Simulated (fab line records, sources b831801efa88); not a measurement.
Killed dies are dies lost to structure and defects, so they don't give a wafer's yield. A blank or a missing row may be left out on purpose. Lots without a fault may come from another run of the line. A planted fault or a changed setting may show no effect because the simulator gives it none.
Which tool did it? | flow sky130 | 11 lots, 33 wafers sampled, at 4 steps of a route of 708

WHAT THE GAUGES READ, wafer by wafer
SKY_CONTACT_THK_MEAS_01. Usual: CONTACT_CVD_00_THK 75.1 nm, standard deviation 0.99.
lot  | measured     | on            | CONTACT_CVD_00_THK (nm) | flag
L981 | day 30 08:18 | film_metro-02 | 73.5 74.6 75.3          |
L986 | day 32 02:01 | film_metro-02 | 76.8 76.1 74.7          |
L987 | day 32 11:18 | film_metro-03 | 74.6 74.6 73.8          |
L988 | day 32 16:59 | film_metro-02 | 74.2 74.4 75.3          |
L989 | day 33 08:32 | film_metro-01 | 76.0 75.1 76.7          |
L990 | day 33 08:41 | film_metro-03 | 75.8 75.9 77.6          |
L992 | day 34 11:26 | film_metro-02 | 148.6 151.1 150.9       | OFF
L994 | day 34 20:55 | film_metro-02 | 74.4 75.7 75.3          |
L995 | day 34 22:43 | film_metro-01 | 148.7 151.6 150.2       | OFF
L996 | day 35 07:49 | film_metro-03 | 149.1 150.9 151.6       | OFF
L998 | day 35 19:26 | film_metro-01 | 72.1 75.4 73.9          |

WHICH TOOL RAN EACH LOT (tool, then ch and the chambers of the sampled wafers, then the start)
lot  | SKY_LI_CONTACT_ETCH_15             | SKY_LI_CONTACT_STRIP_16              | SKY_CONTACT_CVD_00
L981 | rie_diel-01 ch 0,1,2, day 29 02:10 | plasma_asher-02 ch 0,1, day 29 02:16 | pecvd-01 ch 1,2, day 30 08:15
L986 | rie_diel-03 ch 0,3, day 30 20:49   | plasma_asher-03 ch 0,1, day 30 20:56 | pecvd-01 ch 0,1,2, day 32 01:58
L987 | rie_diel-02 ch 0,2,3, day 31 05:58 | plasma_asher-02 ch 0,1, day 31 06:04 | pecvd-02 ch 0,1,2, day 32 11:16
L988 | rie_diel-02 ch 0,2,3, day 31 12:40 | plasma_asher-03 ch 0,1, day 31 12:46 | pecvd-01 ch 0,2, day 32 16:57
L989 | rie_diel-03 ch 0,2,3, day 32 03:19 | plasma_asher-01 ch 0,1, day 32 03:25 | pecvd-03 ch 0,1, day 33 08:30
L990 | rie_diel-01 ch 2,3, day 32 03:40   | plasma_asher-03 ch 0,1, day 32 03:47 | pecvd-01 ch 0,1,2, day 33 08:37
L992 | rie_diel-01 ch 0,2,3, day 33 07:04 | plasma_asher-01 ch 0,1, day 33 07:10 | pecvd-01 ch 1,2, day 34 11:00
L994 | rie_diel-01 ch 0,2, day 33 16:38   | plasma_asher-03 ch 0,1, day 33 16:43 | pecvd-03 ch 0,1,2, day 34 20:52
L995 | rie_diel-02 ch 1,2, day 33 17:28   | plasma_asher-02 ch 0,1, day 33 17:33 | pecvd-01 ch 0,2, day 34 22:00
L996 | rie_diel-02 ch 0,2,3, day 34 03:02 | plasma_asher-02 ch 0,1, day 34 03:07 | pecvd-03 ch 0,1,2, day 35 07:00
L998 | rie_diel-02 ch 0,1,3, day 34 15:43 | plasma_asher-01 ch 0,1, day 34 15:48 | pecvd-01 ch 0,2, day 35 19:22
- SKY_LI_CONTACT_ETCH_15: etches PSG in C4F8/O2/Ar, stops on Si, target depth 600 nm.
- SKY_LI_CONTACT_STRIP_16: strips in O2/N2.
- SKY_CONTACT_CVD_00: deposits Si3N4, target thk 75 nm.

WHAT THE TOOLS THEMSELVES READ (means of the sampled wafers that have a number; where no wafer has one, the mark that the record gives instead)
SKY_LI_CONTACT_ETCH_15. Usual: chamber_pressure_mTorr 40.00 mTorr, standard deviation 0.042; oes_product_au 0.837 a.u., standard deviation 0.0046.
lot  | tool        | chamber_pressure_mTorr (mTorr) | oes_product_au (a.u.) | flag
L981 | rie_diel-01 | 39.99                          | 0.838                 |
L986 | rie_diel-03 | 39.99                          | 0.844                 |
L987 | rie_diel-02 | 40.00                          | 0.834                 |
L988 | rie_diel-02 | 39.98                          | 0.841                 |
L989 | rie_diel-03 | 40.00                          | 0.836                 |
L990 | rie_diel-01 | 40.01                          | 0.835                 |
L992 | rie_diel-01 | 39.96                          | 0.840                 |
L994 | rie_diel-01 | 40.01                          | 0.836                 |
L995 | rie_diel-02 | 39.98                          | 0.841                 |
L996 | rie_diel-02 | 40.01                          | 0.836                 |
L998 | rie_diel-02 | 40.00                          | 0.841                 |

SKY_LI_CONTACT_STRIP_16. Usual: chamber_pressure_mTorr 1499.9 mTorr, standard deviation 1.4; drypump_motor_current_A 5.9 A, standard deviation 0.44; oes_product_au 0.375 a.u., standard deviation 0.0052; strip_time_to_endpoint_s 3.503 s, standard deviation 0.025.
lot  | tool            | chamber_pressure_mTorr (mTorr) | drypump_motor_current_A (A) | oes_product_au (a.u.) | strip_time_to_endpoint_s (s) | flag
L981 | plasma_asher-02 | 1500.5                         | 6.0                         | 0.374                 | 3.520                        |
L986 | plasma_asher-03 | 1499.1                         | 5.8                         | 0.375                 | 3.517                        |
L987 | plasma_asher-02 | 1500.0                         | 6.0                         | 0.375                 | 3.495                        |
L988 | plasma_asher-03 | 1500.3                         | 5.8                         | 0.374                 | 3.515                        |
L989 | plasma_asher-01 | 1500.2                         | 5.9                         | 0.372                 | 3.507                        |
L990 | plasma_asher-03 | 1501.1                         | 6.2                         | 0.376                 | 3.511                        |
L992 | plasma_asher-01 | 1499.1                         | 5.7                         | 0.372                 | 3.511                        |
L994 | plasma_asher-03 | 1498.9                         | 5.8                         | 0.372                 | 3.472                        |
L995 | plasma_asher-02 | 1499.1                         | 6.0                         | 0.374                 | 3.486                        |
L996 | plasma_asher-02 | 1500.7                         | 5.7                         | 0.380                 | 3.488                        |
L998 | plasma_asher-01 | 1499.8                         | 5.9                         | 0.371                 | 3.487                        |

SKY_CONTACT_CVD_00. Usual: heater_power_w 662 W, standard deviation 110.
lot  | tool     | heater_power_w (W) | flag
L981 | pecvd-01 | 629                |
L986 | pecvd-01 | 605                |
L987 | pecvd-02 | 612                |
L988 | pecvd-01 | 597                |
L989 | pecvd-03 | 823                |
L990 | pecvd-01 | 616                |
L992 | pecvd-01 | 656                |
L994 | pecvd-03 | 792                |
L995 | pecvd-01 | 671                |
L996 | pecvd-03 | 711                |
L998 | pecvd-01 | 589                |

THE ANSWER, worked out from the rows above alone
Rule: a lot is off if the mean of its wafers that have a number lies more than 3 standard deviations from the usual mean. A lot without any number at a reading at which 4 lots or more have one is off too. The other lots that the step has rows for count as sound. The gauges are gone through in route order, then the tools' own readings, and for those a lot's mean is taken as printed above. The first step at which some lot is off is used, and at that step the reading that is off furthest; a lot without a number counts as furthest.
Off: L992, L995, L996, at SKY_CONTACT_THK_MEAS_01 (CONTACT_CVD_00_THK).
A tool fits if, at a process step before that reading, it ran every lot that is off, and no sound lot after the first of them. The gauges at SKY_CONTACT_THK_MEAS_01 are tried like those tools. None of those tried fits.

WHAT THE SIMULATOR HAD PUT IN
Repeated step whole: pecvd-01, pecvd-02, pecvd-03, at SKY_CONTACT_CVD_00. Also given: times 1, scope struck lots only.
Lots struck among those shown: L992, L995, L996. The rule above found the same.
